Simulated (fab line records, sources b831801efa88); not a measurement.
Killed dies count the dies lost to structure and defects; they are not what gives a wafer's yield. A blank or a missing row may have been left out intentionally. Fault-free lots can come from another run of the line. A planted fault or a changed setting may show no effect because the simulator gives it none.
Which tool is to blame?    flow gf180mcu    41 wafers from 14 lots sampled at 4 of the route's 602 steps

WHAT THE GAUGES SHOWED, per wafer
GF_CONTACT_OVL_MEAS_15.
lot   measured      on          CONTACT_OVL (nm)
L845  day 16 09:04  overlay-01  0 -6 -4
L846  day 16 11:16  overlay-01  -1 -3 2
L848  day 17 05:52  overlay-01  0 2 0
L849  day 17 13:07  overlay-01  7 5 4
L850  day 17 18:34  overlay-01  -1 5 5
L852  day 18 13:25  overlay-01  12 8 10
L853  day 18 19:10  overlay-01  9 3 -4
L854  day 19 09:16  overlay-01  -7 -10 -1
L855  day 19 16:27  overlay-01  0 -3 -3
L857  day 20 12:25  overlay-01  -7 0 1
L858  day 20 18:18  overlay-02  -3 1 -6
L864  day 22 21:43  overlay-02  13 8
L865  day 23 02:48  overlay-01  6 0 5
L868  day 24 13:08  overlay-02  7 5 4

TOOL THAT RAN EACH LOT (tool first, then ch and the chambers of the sampled wafers, then the start)
lot   GF_POLY_GATE_DEVELOP_09            GF_POLY_GATE_STRIP_14                 GF_SALICIDE_SPUTTER_03
L845  litho-track-02 ch 0, day 9 08:39   plasma-asher-03 ch 1, day 9 09:02     pvd-sputter-04, day 15 09:16
L846  litho-track-02 ch 0, day 9 11:22   plasma-asher-01 ch 0,1, day 9 11:46   pvd-sputter-04, day 15 12:13
L848  litho-track-01 ch 0, day 10 04:32  plasma-asher-02 ch 0,1, day 10 04:57  pvd-sputter-03, day 16 07:48
L849  litho-track-02 ch 0, day 10 10:01  plasma-asher-02 ch 0,1, day 10 10:26  pvd-sputter-04, day 16 14:58
L850  litho-track-03 ch 0, day 10 14:09  plasma-asher-02 ch 0,1, day 10 14:37  pvd-sputter-04, day 16 20:10
L852  litho-track-02 ch 0, day 11 05:31  plasma-asher-03 ch 0,1, day 11 05:56  pvd-sputter-03, day 17 12:52
L853  litho-track-03 ch 0, day 11 09:45  plasma-asher-01 ch 0,1, day 11 10:08  pvd-sputter-02, day 17 18:17
L854  litho-track-01 ch 0, day 11 20:44  plasma-asher-01 ch 0, day 11 21:09    pvd-sputter-03, day 18 08:24
L855  litho-track-01 ch 0, day 12 02:08  plasma-asher-02 ch 0,1, day 12 02:35  pvd-sputter-03, day 18 15:35
L857  litho-track-01 ch 0, day 12 16:56  plasma-asher-01 ch 0,1, day 12 17:21  pvd-sputter-04, day 19 10:40
L858  litho-track-03 ch 0, day 12 22:15  plasma-asher-02 ch 0,1, day 12 22:38  pvd-sputter-04, day 19 16:22
L864  litho-track-02 ch 0, day 14 20:37  plasma-asher-03 ch 0,1, day 14 21:00  pvd-sputter-04, day 21 21:09
L865  litho-track-02 ch 0, day 15 02:55  plasma-asher-01 ch 0,1, day 15 03:20  pvd-sputter-02, day 22 02:36
L868  litho-track-01 ch 0, day 16 01:20  plasma-asher-03 ch 0,1, day 16 01:45  pvd-sputter-03, day 23 14:16
- GF_POLY_GATE_DEVELOP_09: develop time 60 s.
- GF_POLY_GATE_STRIP_14: strips in O2/N2.
- GF_SALICIDE_SPUTTER_03: material TiN, target thk 20 nm, time 16.7 s.

AS READ BY THE TOOLS THEMSELVES (means over the sampled wafers that have a number; for cases with no such wafer, the mark the record gives instead)
GF_POLY_GATE_DEVELOP_09.
lot   tool            developer-temp-C (C)  exhaust-pa (Pa)
L845  litho-track-02  21.04                 45.5
L846  litho-track-02  20.99                 45.0
L848  litho-track-01  21.11                 44.7
L849  litho-track-02  20.97                 45.1
L850  litho-track-03  20.96                 45.3
L852  litho-track-02  21.10                 45.0
L853  litho-track-03  20.98                 43.7
L854  litho-track-01  20.95                 45.7
L855  litho-track-01  21.13                 44.1
L857  litho-track-01  21.04                 45.1
L858  litho-track-03  20.94                 45.5
L864  litho-track-02  20.41                 44.5
L865  litho-track-02  20.32                 45.5
L868  litho-track-01  21.05                 45.4

GF_POLY_GATE_STRIP_14.
lot   tool             chamber-pressure-mTorr (mTorr)  drypump-motor-current-A (A)  heater-power-w (W)  oes-product-au (a.u.)
L845  plasma-asher-03  1499.1                          6.2                          353                 0.506
L846  plasma-asher-01  1500.3                          5.6                          345                 0.505
L848  plasma-asher-02  1500.2                          5.7                          332                 0.505
L849  plasma-asher-02  1499.2                          5.7                          323                 0.509
L850  plasma-asher-02  1500.0                          5.7                          325                 0.507
L852  plasma-asher-03  1502.2                          6.1                          323                 0.502
L853  plasma-asher-01  1500.3                          5.6                          342                 0.506
L854  plasma-asher-01  1499.8                          5.5                          355                 0.507
L855  plasma-asher-02  1498.9                          5.7                          324                 0.502
L857  plasma-asher-01  1499.2                          5.7                          337                 0.507
L858  plasma-asher-02  1499.1                          6.1                          334                 0.505
L864  plasma-asher-03  1501.2                          6.1                          306                 0.506
L865  plasma-asher-01  1499.4                          5.6                          341                 0.503
L868  plasma-asher-03  1500.8                          6.1                          297                 0.504

GF_SALICIDE_SPUTTER_03.
lot   tool            throttle-valve-pct (%)
L845  pvd-sputter-04  30.0
L846  pvd-sputter-04  31.4
L848  pvd-sputter-03  30.5
L849  pvd-sputter-04  29.9
L850  pvd-sputter-04  30.8
L852  pvd-sputter-03  30.4
L853  pvd-sputter-02  29.7
L854  pvd-sputter-03  30.5
L855  pvd-sputter-03  30.6
L857  pvd-sputter-04  29.9
L858  pvd-sputter-04  30.4
L864  pvd-sputter-04  30.6
L865  pvd-sputter-02  28.6
L868  pvd-sputter-03  30.6

THE ANSWER, worked out from the rows above alone
Rule: usual is defined by the lots themselves. Put in order of their means at a reading, lots are off if they are a third of the lots or fewer, leave a main group of 4 or more, and stand apart from it by a gap of 3 or more times the standard deviation of the main group's means; of several such gaps the widest counts. A main group is skipped when, at the precision printed for the reading in the tables above, its means are all equal. Also off: a lot with no number at a reading for which 4 or more lots have one. The other lots that the step has rows for count as sound. Order of review: gauges by route order, followed by the tools' own readings, for which a lot's mean as printed above is used. The first step at which some lot is off is used, and at that step the reading that is off furthest; a lot without a number counts as furthest.
Off, at GF_POLY_GATE_DEVELOP_09 on developer-temp-C: L864, L865. The main group has a mean of 21.02 C with a standard deviation of 0.063.
If a tool, at that step or one of the process steps before it, ran each lot that is off and ran no sound lot following the first of them, it fits. One fits: GF_POLY_GATE_DEVELOP_09 on litho-track-02. Its last sound lot is L852 (day 11 05:31), its first lot that is off L864 (day 14 20:37): a fault that began between those two fits.
The tool's own readings at GF_POLY_GATE_DEVELOP_09 bear it out: on the lots that are off they differ by more than 5 times the standard deviation of the sound lots' means. developer-temp-C reads 20.37 C there against 21.02 C on the sound lots.

WHAT WAS PUT IN BY THE SIMULATOR
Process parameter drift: litho-track-02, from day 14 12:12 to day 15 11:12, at GF_POLY_GATE_DEVELOP_09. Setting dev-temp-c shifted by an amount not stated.
Shown lots that were struck: L864, L865. This agrees with what the rule above found.
